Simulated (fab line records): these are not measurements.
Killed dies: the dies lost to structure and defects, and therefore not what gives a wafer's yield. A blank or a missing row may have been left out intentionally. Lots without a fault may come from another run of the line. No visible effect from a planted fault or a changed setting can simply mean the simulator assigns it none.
fab line records -- flow sfq-line
record lots=14, wafers=42, last-day=84
route steps=325 shown I0@43 M2@101 M3@128 M4@161
lots that met no fault: taken from a fault-free run of the same line
start-h: the number of hours between the record's first day and the start of the first shown wafer of the lot -- wait-h: hours from the lot's prior step to this one -- " as in the row above -- L1.1+2: one row covering several wafers at once -- - either no value or no given start -- * or withheld: withheld -- < > ~ a bound
route shown NAME@n: a module of which the file shows steps, and the number in the route of the first -- usual: mean/standard deviation of fault-free wafers -- same: alike in all rows -- chamber/n: place in a boat -- sites: per-site readings -- _std_site: how widely they spread, as a standard deviation -- _edge_site: mean of outer sites minus mean of inner sites -- radius-mm: how far each site lies from the wafer's centre -- mask NAME#n: copy n -- behind: the last tool/chamber to shape the wafer -- hold: reason for holding the lot/hours on hold/outcome of the hold -- device: names the non-switching transistor (n, p or np) -- end of line: tests run on the same wafers once the route is complete -- a step without rows: its recipe alone -- killed: the dies lost at the first sort to structure and to defects; this is not the yield of the wafer -- map: a wafer's dies, marking killed ones x, the rest . and places with no die _
set.NAME: the run value of the setting; set.NAME@STEP: its run value at that earlier step -- model.NAME: the simulator's own value behind a step, which no gauge read
the route's steps for a sample of lots (tables are steps, rows are wafers)
services: when a tool's chamber went out of use (start-h, in hours from the record's first day, below 0 if earlier), for how many hours, and the reason
## steps
# step SFQ_TRILAYER_I0_DEP_PECVD_027
# recipe material=SiO2, temp-c=150, time-s=111.11, pressure-torr=2.4, rf-w=183.3, precursor=SiH4/N2O, target-thk-nm=500
# usual heater-power-w=98/23, rf-fwd-power-W=182.5/0.63, showerhead-vpp-V=843/33, throttle-valve-pct=25.9/1.5
lot.wafer,tool,chamber,start-h,wait-h,heater-power-w,rf-fwd-power-W,showerhead-vpp-V,throttle-valve-pct
L523.1,pecvd-03,2,160.48,0.0,78,183.0,786,28.1
L523.2,pecvd-03,0,160.48,0.0,122,183.1,832,25.3
L523.4,pecvd-03,2,160.48,0.0,79,182.9,811,27.5
L524.1,pecvd-03,0,167.33,0.0,130,182.9,833,25.3
L524.2,pecvd-03,1,167.33,0.0,82,182.1,847,25.1
L524.5,pecvd-03,1,167.33,0.0,80,182.8,855,25.5
L525.2,pecvd-04,0,174.54,0.0,70,183.6,908,26.1
L525.3,pecvd-04,1,174.54,0.0,111,180.7,855,28.8
L525.4,pecvd-04,0,174.54,0.0,71,182.5,914,26.4
L526.4,pecvd-03,1,179.60,0.0,81,182.3,863,25.1
L526.5,pecvd-03,2,179.60,0.0,81,181.8,807,27.9
L526.6,pecvd-03,0,179.60,0.0,132,183.0,824,25.6
L528.3,pecvd-03,1,187.73,0.0,69,183.0,842,25.3
L528.5,pecvd-03,1,187.73,0.0,72,182.3,858,25.5
L528.6,pecvd-03,2,187.73,0.0,76,182.5,792,27.8
L529.1,pecvd-03,1,198.53,0.0,93,108.7,660,25.3
L529.2,pecvd-03,2,198.53,0.0,106,109.6,623,27.9
L529.5,pecvd-03,0,198.53,0.0,157,109.7,650,25.7
L530.2,pecvd-03,2,202.17,0.0,96,108.8,613,28.1
L530.3,pecvd-03,1,202.17,0.0,105,107.9,660,25.2
L530.6,pecvd-03,0,202.17,0.0,165,109.4,638,25.5
L537.3,pecvd-02,0,251.37,0.0,107,181.9,843,24.2
L537.4,pecvd-02,0,251.37,0.0,113,181.9,873,24.0
L537.6,pecvd-02,1,251.37,0.0,124,183.1,851,24.9
L539.2,pecvd-04,0,261.95,0.0,77,182.5,915,26.4
L539.4,pecvd-04,2,261.95,0.0,89,182.5,817,24.9
L539.6,pecvd-04,1,261.95,0.0,113,182.4,829,28.8
L541.4,pecvd-02,0,272.52,0.0,123,181.9,864,24.2
L541.5,pecvd-02,2,272.52,0.0,87,183.1,874,24.2
L541.6,pecvd-02,1,272.52,0.0,121,182.1,863,24.7
L542.1,pecvd-03,0,277.30,0.0,134,182.4,829,26.0
L542.5,pecvd-03,1,277.30,0.0,65,182.3,853,25.8
L542.6,pecvd-03,0,277.30,0.0,131,182.0,837,25.8
L543.2,pecvd-04,1,282.08,0.0,113,182.4,846,28.9
L543.4,pecvd-04,1,282.08,0.0,95,181.5,830,28.8
L543.5,pecvd-04,2,282.08,0.0,84,183.5,783,24.6
L544.2,pecvd-02,0,288.08,0.0,123,181.8,840,24.5
L544.3,pecvd-02,2,288.08,0.0,101,182.6,867,24.5
L544.5,pecvd-02,0,288.08,0.0,123,181.6,866,24.3
L545.1,pecvd-04,0,292.49,0.0,72,182.4,893,26.6
L545.4,pecvd-04,2,292.49,0.0,84,182.3,801,24.7
L545.5,pecvd-04,0,292.49,0.0,76,182.4,895,26.6
# step SFQ_TRILAYER_I0_CMP_CMP_028
# recipe material=SiO2, down-force-psi=3, platen-rpm=60, pad-velocity-m-s=0.94248
# usual edge-zone-pressure-frac=1.000/0.0048, motor-current-A=10.3/1.1, time-to-endpoint-s=217/6.8
lot.wafer,tool,chamber,start-h,wait-h,edge-zone-pressure-frac,motor-current-A,time-to-endpoint-s
L523.2,cmp-02,1,161.91,1.4,1.001,11.1,210
L523.1,cmp-02,2,161.91,1.4,1.007,11.5,213
L523.4,cmp-02,0,163.41,2.8,0.990,10.4,228
L524.1,cmp-01,0,167.40,0.0,0.995,12.1,221
L524.2,cmp-01,3,168.90,1.5,1.000,9.9,223
L524.5,cmp-01,0,168.90,1.5,0.998,12.8,238
L525.2,cmp-02,1,175.12,0.5,1.005,10.4,206
L525.4,cmp-02,2,175.12,0.5,1.008,11.2,223
L525.3,cmp-02,3,175.12,0.5,0.999,10.1,209
L526.4,cmp-01,3,179.89,0.2,0.998,9.6,231
L526.6,cmp-01,3,181.89,2.2,1.005,10.5,227
L526.5,cmp-01,0,181.89,2.2,1.001,11.3,241
L528.3,cmp-01,0,189.21,1.4,1.004,11.5,225
L528.5,cmp-01,0,191.21,3.4,0.993,11.4,232
L528.6,cmp-01,1,191.21,3.4,1.001,9.0,226
L529.1,cmp-02,0,199.55,1.0,0.997,10.3,169
L529.2,cmp-02,2,200.55,2.0,1.001,11.7,167
L529.5,cmp-02,0,201.55,2.9,0.999,10.6,168
L530.3,cmp-01,0,204.83,2.6,1.000,11.6,168
L530.2,cmp-01,2,205.83,3.6,1.008,8.5,164
L530.6,cmp-01,0,206.83,4.6,1.002,12.3,179
L537.3,cmp-01,1,262.29,10.9,1.003,9.4,213
L537.4,cmp-01,0,263.79,12.3,1.012,12.3,224
L537.6,cmp-01,1,263.79,12.3,0.997,8.9,216
L539.4,cmp-02,0,273.02,11.0,0.999,10.8,222
L539.2,cmp-02,1,273.02,11.0,1.006,10.2,217
L539.6,cmp-02,2,273.02,11.0,0.998,11.2,221
L541.4,cmp-02,2,285.52,13.0,1.001,11.2,216
L541.6,cmp-02,3,285.52,13.0,1.009,10.7,213
L541.5,cmp-02,0,285.52,13.0,1.001,11.0,216
L542.1,cmp-02,0,287.52,10.2,1.002,10.1,217
L542.5,cmp-02,3,289.02,11.6,1.002,10.1,219
L542.6,cmp-02,0,289.02,11.6,0.997,10.6,217
L543.2,cmp-01,3,293.74,11.6,1.000,10.4,212
L543.4,cmp-01,0,293.74,11.6,1.008,12.1,226
L543.5,cmp-01,1,293.74,11.6,0.989,9.2,217
L544.3,cmp-01,3,301.74,13.6,1.003,9.7,213
L544.2,cmp-01,0,301.74,13.6,1.010,11.7,218
L544.5,cmp-01,3,303.74,15.6,0.998,10.3,221
L545.4,cmp-01,0,304.74,12.2,0.993,11.9,223
L545.1,cmp-01,2,305.74,13.2,1.008,8.9,209
L545.5,cmp-01,0,306.74,14.2,1.000,11.7,224
# step SFQ_TRILAYER_M2_STRIP_STRIP_061
# recipe gas=O2, power-w=200, platen-temp-c=40, overash-fraction=0.65, chemistry=O2, pressure-mtorr=50
# usual chamber-pressure-mTorr=50.00/0.044, drypump-motor-current-A=5.7/0.42, he-backside-leak-sccm=3.4/0.34, oes-product-au=1.001/0.0067
lot.wafer,tool,chamber,start-h,wait-h,chamber-pressure-mTorr,drypump-motor-current-A,he-backside-leak-sccm,oes-product-au,rf-hours-counter-h
L523.1,rie-metal-01,0,461.60,0.2,49.98,5.9,3.5,0.994,21
L523.2,rie-metal-01,0,461.60,0.2,50.03,5.9,3.2,0.997,-
L523.4,rie-metal-01,0,461.60,0.2,50.00,5.9,5.8,0.994,-
L524.1,rie-metal-01,0,472.40,0.2,50.01,5.9,3.4,1.006,23
L524.2,rie-metal-01,0,472.40,0.2,49.93,5.9,3.5,1.004,-
L524.5,rie-metal-01,0,472.40,0.2,50.06,5.9,3.7,0.997,-
L525.2,rie-metal-01,0,483.02,0.1,50.04,5.9,3.3,1.007,24
L525.3,rie-metal-01,0,483.02,0.1,50.00,5.9,3.4,0.990,-
L525.4,rie-metal-01,1,483.02,0.1,50.02,5.5,3.2,1.016,-
L526.4,rie-metal-04,1,497.62,0.2,49.92,5.7,3.4,1.003,-
L526.5,rie-metal-04,1,497.62,0.2,49.93,5.7,3.3,0.995,-
L526.6,rie-metal-04,0,497.62,0.2,50.00,6.1,3.4,0.995,-
L528.3,rie-metal-04,0,508.42,0.2,49.98,6.1,3.5,1.001,-
L528.5,rie-metal-04,0,508.42,0.2,50.01,6.1,3.4,1.004,-
L528.6,rie-metal-04,1,508.42,0.2,49.93,5.7,3.3,1.010,-
L529.1,rie-metal-04,1,517.82,0.1,49.96,5.7,3.2,0.995,47
L529.2,rie-metal-04,0,517.82,0.1,50.07,6.1,3.4,1.001,82
L529.5,rie-metal-04,0,517.82,0.1,50.03,6.1,3.5,1.002,-
L530.2,rie-metal-04,0,522.62,0.1,49.96,6.1,3.3,0.997,83
L530.3,rie-metal-04,0,522.62,0.1,49.94,6.1,3.5,1.015,-
L530.6,rie-metal-04,0,522.62,0.1,50.06,6.1,3.3,1.007,-
L537.3,rie-metal-04,1,604.29,0.2,50.00,5.7,3.3,1.007,-
L537.4,rie-metal-04,0,604.29,0.2,50.06,6.1,6.3,1.006,-
L537.6,rie-metal-04,0,604.29,0.2,49.96,6.1,3.5,1.012,-
L539.2,rie-metal-04,1,618.42,0.1,50.05,5.6,3.3,1.009,67
L539.4,rie-metal-04,1,618.42,0.1,50.03,5.6,3.4,0.999,-
L539.6,rie-metal-04,1,618.42,0.1,49.98,5.6,3.4,1.004,-
L541.4,rie-metal-04,0,628.22,0.2,50.02,6.1,3.5,1.006,-
L541.5,rie-metal-04,0,628.22,0.2,50.01,6.1,3.5,1.000,-
L541.6,rie-metal-04,1,628.22,0.2,50.05,5.7,3.4,0.999,-
L542.1,rie-metal-04,1,630.42,0.1,50.00,5.7,3.4,1.007,70
L542.5,rie-metal-04,1,630.42,0.1,49.91,5.6,3.4,0.998,-
L542.6,rie-metal-04,0,630.42,0.1,49.98,6.1,3.5,1.004,-
L543.2,rie-metal-02,1,634.02,0.1,50.04,5.4,4.2,1.006,50
L543.4,rie-metal-02,1,634.02,0.1,49.98,5.4,3.5,1.014,-
L543.5,rie-metal-02,0,634.02,0.1,50.02,4.7,3.4,0.990,-
L544.2,rie-metal-01,1,647.22,0.1,49.98,5.5,3.5,0.990,28
L544.3,rie-metal-01,0,647.22,0.1,50.00,5.9,3.1,0.992,-
L544.5,rie-metal-01,0,647.22,0.1,49.96,5.9,3.4,0.995,-
L545.1,rie-metal-02,1,650.82,0.1,50.08,5.4,3.4,0.993,53
L545.4,rie-metal-02,1,650.82,0.1,50.01,5.4,3.4,1.010,-
L545.5,rie-metal-02,0,650.82,0.1,50.04,4.7,3.4,1.005,-
# step SFQ_M3_OVL_MEAS_921
# usual M3_OVL=3/4.9
lot.wafer,tool,chamber,start-h,wait-h,M3_OVL[nm]
L523.1,overlay-02,-,648.20,0.1,-7
L523.2,overlay-02,-,648.20,0.1,-4
L523.4,overlay-02,-,648.20,0.1,-5
L524.1,overlay-02,-,655.40,0.1,10
L524.2,overlay-02,-,655.40,0.1,0
L524.5,overlay-02,-,655.40,0.1,4
L525.2,overlay-01,-,661.98,0.1,-1
L525.3,overlay-01,-,661.98,0.1,2
L525.4,overlay-01,-,661.98,0.1,3
L526.4,overlay-01,-,674.62,0.1,10
L526.5,overlay-01,-,674.62,0.1,12
L526.6,overlay-01,-,674.62,0.1,7
L528.3,overlay-01,-,686.61,0.1,7
L528.5,overlay-01,-,686.61,0.1,12
L528.6,overlay-01,-,686.61,0.1,4
L529.1,overlay-01,-,699.80,0.1,8
L529.2,overlay-01,-,699.80,0.1,1
L529.5,overlay-01,-,699.80,0.1,-1
L530.2,overlay-01,-,710.61,0.1,5
L530.3,overlay-01,-,710.61,0.1,-1
L530.6,overlay-01,-,710.61,0.1,6
L537.3,overlay-01,-,794.81,0.1,-3
L537.4,overlay-01,-,794.81,0.1,0
L537.6,overlay-01,-,794.81,0.1,-6
L539.2,overlay-02,-,811.61,0.1,9
L539.4,overlay-02,-,811.61,0.1,12
L539.6,overlay-02,-,811.61,0.1,7
L541.4,overlay-02,-,818.82,0.1,0
L541.5,overlay-02,-,818.82,0.1,2
L541.6,overlay-02,-,818.82,0.1,-1
L542.1,overlay-02,-,826.00,0.1,-5
L542.5,overlay-02,-,826.00,0.1,-10
L542.6,overlay-02,-,826.00,0.1,-7
L543.2,overlay-02,-,827.21,0.1,6
L543.4,overlay-02,-,827.21,0.1,14
L543.5,overlay-02,-,827.21,0.1,6
L544.2,overlay-01,-,833.21,0.1,3
L544.3,overlay-01,-,833.21,0.1,4
L544.5,overlay-01,-,833.21,0.1,6
L545.1,overlay-01,-,835.60,0.1,8
L545.4,overlay-01,-,835.60,0.1,-1
L545.5,overlay-01,-,835.60,0.1,5
# step SFQ_TRILAYER_M4_STRIP_STRIP_097
# recipe gas=O2, power-w=200, platen-temp-c=40, overash-fraction=0.65, chemistry=O2, pressure-mtorr=50
# usual chamber-pressure-mTorr=50.00/0.044, drypump-motor-current-A=5.4/0.48, he-backside-leak-sccm=3.49/0.19, oes-product-au=1.002/0.0072
lot.wafer,tool,chamber,start-h,wait-h,chamber-pressure-mTorr,drypump-motor-current-A,he-backside-leak-sccm,oes-product-au,rf-hours-counter-h
L523.1,rie-metal-04,0,759.67,0.1,50.03,6.1,3.59,0.998,131
L523.2,rie-metal-04,1,759.67,0.1,49.96,5.6,3.36,0.997,96
L523.4,rie-metal-04,0,759.67,0.1,50.01,6.1,3.52,0.988,-
L524.1,rie-metal-02,1,771.47,0.1,49.99,5.4,3.62,1.005,79
L524.2,rie-metal-02,0,771.47,0.1,50.02,4.7,3.44,1.006,88
L524.5,rie-metal-02,0,771.47,0.1,49.96,4.7,3.19,1.004,-
L525.2,rie-metal-02,0,781.82,0.1,49.96,4.7,3.34,1.005,90
L525.3,rie-metal-02,1,781.82,0.1,49.99,5.4,3.63,1.014,-
L525.4,rie-metal-02,0,781.82,0.1,50.04,4.7,3.14,1.017,-
L526.4,rie-metal-04,0,796.42,0.2,49.93,6.1,3.46,0.997,-
L526.5,rie-metal-04,0,796.42,0.2,50.01,6.1,3.60,0.998,-
L526.6,rie-metal-04,1,796.42,0.2,49.99,5.6,3.22,0.995,-
L528.3,rie-metal-02,1,818.02,0.2,50.02,5.4,3.48,1.002,-
L528.5,rie-metal-02,1,818.02,0.2,49.97,5.4,3.62,1.002,-
L528.6,rie-metal-02,0,818.02,0.2,50.05,4.7,3.41,0.993,-
L529.1,rie-metal-04,0,834.62,0.1,50.07,6.1,3.42,1.006,146
L529.2,rie-metal-04,1,834.62,0.1,49.88,5.6,3.42,1.010,111
L529.5,rie-metal-04,0,834.62,0.1,50.02,6.1,3.45,1.005,-
L530.2,rie-metal-02,1,857.42,0.1,50.02,5.4,3.64,1.002,95
L530.3,rie-metal-02,0,857.42,0.1,49.93,4.7,3.26,0.998,-
L530.6,rie-metal-02,0,857.42,0.1,49.88,4.7,3.10,0.997,-
L537.3,rie-metal-01,1,1028.98,0.2,50.01,5.5,3.43,0.995,-
L537.4,rie-metal-01,0,1028.98,0.2,49.96,5.9,3.50,0.997,-
L537.6,rie-metal-01,0,1028.98,0.2,49.96,5.9,3.64,1.007,-
L539.2,rie-metal-04,1,1058.73,0.4,49.95,5.6,3.35,1.002,-
L539.4,rie-metal-04,1,1058.73,0.4,50.05,5.6,3.45,1.003,-
L539.6,rie-metal-04,1,1058.73,0.4,49.94,5.6,3.42,1.012,-
L541.4,rie-metal-01,1,1081.01,0.2,49.97,5.5,3.49,0.995,-
L541.5,rie-metal-01,0,1081.01,0.2,50.09,5.9,3.71,1.007,-
L541.6,rie-metal-01,1,1081.01,0.2,49.95,5.5,3.50,1.003,-
L542.1,rie-metal-01,1,1092.29,0.1,50.03,5.5,3.34,0.995,100
L542.5,rie-metal-01,1,1092.29,0.1,50.04,5.4,3.44,0.994,-
L542.6,rie-metal-01,0,1092.29,0.1,50.00,5.9,3.62,0.990,-
L543.2,rie-metal-02,0,1095.89,0.1,49.97,4.7,3.54,1.001,140
L543.4,rie-metal-02,1,1095.89,0.1,49.96,5.4,3.65,0.995,-
L543.5,rie-metal-02,1,1095.89,0.1,50.00,5.4,3.56,0.994,-
L544.2,rie-metal-01,1,1105.04,0.1,50.00,5.4,3.47,0.988,103
L544.3,rie-metal-01,0,1105.04,0.1,50.03,5.9,3.89,1.008,-
L544.5,rie-metal-01,1,1105.04,0.1,49.98,5.5,3.43,1.000,-
L545.1,rie-metal-04,1,1107.44,0.1,49.98,5.6,3.40,1.011,159
L545.4,rie-metal-04,1,1107.44,0.1,50.01,5.6,3.33,1.004,-
L545.5,rie-metal-04,0,1107.44,0.1,50.06,6.1,3.32,1.011,-
## services
tool,chamber,start-h,hours,kind
rie-metal-01,-,165.25,2.8,pm
rie-metal-01,1,193.21,11.8,repair
cmp-01,-,290.51,2.2,repair
cmp-01,-,313.74,4.2,pm
rie-metal-01,-,346.75,1.1,repair
rie-metal-04,-,357.87,6.5,repair
cmp-01,-,407.00,2.2,repair
cmp-01,-,409.24,4.0,pm
rie-metal-01,-,415.52,14.6,pm
cmp-01,-,456.95,2.0,repair
rie-metal-01,1,511.03,7.9,repair
cmp-01,-,515.71,10.0,pm
cmp-01,-,530.45,1.2,repair
rie-metal-04,-,552.34,2.8,pm
cmp-01,-,554.27,1.3,repair
rie-metal-01,1,602.00,9.6,repair
rie-metal-01,1,622.33,3.8,repair
cmp-01,-,663.38,1.7,repair
cmp-01,-,683.05,5.2,pm
rie-metal-01,-,709.48,1.7,repair
cmp-01,-,751.29,4.0,pm
rie-metal-01,-,811.57,1.6,repair
cmp-01,-,817.15,2.4,repair
rie-metal-04,-,1020.17,1.4,repair
## key
first-sign step=SFQ_TRILAYER_I0_DEP_PECVD_027, reading=rf-fwd-power-W, direction=down, sigmas=99+, usual=182.5, struck=109.0
effect step=SFQ_TRILAYER_I0_DEP_PECVD_027, reading=showerhead-vpp-V, direction=down, sigmas=6.1, usual=843, struck=641
effect step=SFQ_TRILAYER_I0_CMP_CMP_028, reading=time-to-endpoint-s, direction=down, sigmas=7.1, usual=*, struck=*
met-at SFQ_TRILAYER_I0_DEP_PECVD_027
struck-lots L529,L530
not-acting-at SFQ_TRILAYER_M2_STRIP_STRIP_061,SFQ_M3_OVL_MEAS_921,SFQ_TRILAYER_M4_STRIP_STRIP_097
onset-between 187.73 198.53
fault kind=process-parameter-drift, tool=pecvd-03, chamber=-, onset-h=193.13, steps=SFQ_TRILAYER_I0_DEP_PECVD_027, channel=rf-w, offset=-73.32, shape=step, end-h=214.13, acts-in=these-recipes-only, stated=183.3
